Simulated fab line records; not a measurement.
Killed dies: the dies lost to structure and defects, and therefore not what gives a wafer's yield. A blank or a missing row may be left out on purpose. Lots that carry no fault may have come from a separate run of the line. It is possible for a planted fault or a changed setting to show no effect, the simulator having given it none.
Split-lot study | flow sky130 | 5 lots, 23 wafers read, on a route of 708 steps

== ON THE SPLIT ==
At SKY_METAL4_SPUTTER_01 (material TiN, target thk 20 nm, time 16.7 s), the setting timeS was moved away from the recipe's 16.7 s on 9 of the 23 wafers read, by -13.1% to +5.7%. All remaining wafers had this setting at the recipe value.

The reading comes from the split's own step.

== THE READING ==
TiN_of_METAL4_SPUTTER_01.thkNm (the simulator's own value, which no gauge read), in nm, at SKY_METAL4_SPUTTER_01 (material TiN, target thk 20 nm, time 16.7 s). There is no usual value for it anywhere in the file. Across the 14 wafers here that went through the recipe, the average is 19.96 nm and the standard deviation 0.19 nm.

wafer  | tool, chamber at the split | timeS as run, s | against the recipe | TiN_of_METAL4_SPUTTER_01.thkNm, nm | against lot-mates on the recipe
L074.1 | pvdSputter-03, -           | 17.65           | +5.7%              | 20.71                              | +0.93
L074.2 | pvdSputter-03, -           | 17.65           | +5.7%              | 20.83                              | +1.05
L074.3 | pvdSputter-03, -           | 16.7            | recipe             | 19.96                              | -
L074.5 | pvdSputter-03, -           | 17.65           | +5.7%              | 20.94                              | +1.16
L074.6 | pvdSputter-03, -           | 16.7            | recipe             | 19.6                               | -
L076.1 | pvdSputter-01, -           | 16.7            | recipe             | 20.03                              | -
L076.2 | pvdSputter-01, -           | 16.7            | recipe             | 19.76                              | -
L076.5 | pvdSputter-01, -           | 16.7            | recipe             | 20.08                              | -
L080.2 | pvdSputter-03, -           | 16.7            | recipe             | 19.9                               | -
L080.3 | pvdSputter-03, -           | 16.7            | recipe             | 20.06                              | -
L080.6 | pvdSputter-03, -           | 16.7            | recipe             | 20.06                              | -
L080.4 | pvdSputter-03, -           | 16.7            | recipe             | 20.01                              | -
L080.5 | pvdSputter-03, -           | 16.7            | recipe             | 20.42                              | -
L079.1 | pvdSputter-03, -           | 16.7            | recipe             | 19.81                              | -
L079.2 | pvdSputter-03, -           | 14.52           | -13.1%             | 17.01                              | -2.75
L079.3 | pvdSputter-03, -           | 14.52           | -13.1%             | 17.13                              | -2.64
L079.5 | pvdSputter-03, -           | 14.52           | -13.1%             | 17.13                              | -2.64
L079.4 | pvdSputter-03, -           | 16.7            | recipe             | 19.72                              | -
L083.1 | pvdSputter-02, -           | 14.64           | -12.3%             | 17.53                              | -2.46
L083.2 | pvdSputter-02, -           | 14.64           | -12.3%             | 17.49                              | -2.50
L083.3 | pvdSputter-02, -           | 16.7            | recipe             | 19.96                              | -
L083.5 | pvdSputter-02, -           | 16.7            | recipe             | 20.02                              | -
L083.6 | pvdSputter-02, -           | 14.64           | -12.3%             | 17.85                              | -2.14

FIT RESULTS
A straight line over all 23 wafers: TiN_of_METAL4_SPUTTER_01.thkNm changes by +0.197 nm for each +1% of timeS; r = +0.99; the points scatter about the line by 0.22 nm.
The same after taking each lot's own level away (the mean of its wafers on the recipe; 23 wafers): +0.197 nm for each +1%; r = +0.99; scatter 0.15 nm.
Per that fit: largest timeS move, reading shift of 2.6 nm.
The lots' own levels span 19.765 to 20.090 nm, that is 1.7 times the standard deviation above.
Hence the lot-to-lot level has little effect on the slope; both slopes agree.
Check: with one of the wafers moved furthest among these (-13.1%) left out of the fit, the line predicts -2.55 nm for it against its lot-mates. It came out at -2.75 nm against them.

== ADDITIONAL SPLITS CARRIED BY THESE WAFERS ==
Other splits were also applied to these wafers ahead of the reading. Each is held against what the fit with the lots' levels taken away leaves over:
other split on the same wafers        | wafers away from the commonest value | r with TiN_of_METAL4_SPUTTER_01.thkNm (lot level and that fit taken away)
SKY_VIA1_SPUTTER_20 chamberPressurePa | 18                                   | -0.10
SKY_METAL2_SPUTTER_02 timeS           | 8                                    | -0.11
SKY_METAL2_COAT_10 resistThkNm        | 9                                    | +0.09
SKY_VIA2_ETCH_15 timeS                | 9                                    | +0.06
SKY_VIA2_SPUTTER_20 powerW            | 6                                    | +0.28
SKY_METAL3_METAL_ETCH_18 icpW         | 8                                    | -0.11

== THE FILE'S OWN FIT ==
TiN_of_METAL4_SPUTTER_01.thkNm changes by +0.197 nm for each +1% of timeS, r = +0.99.
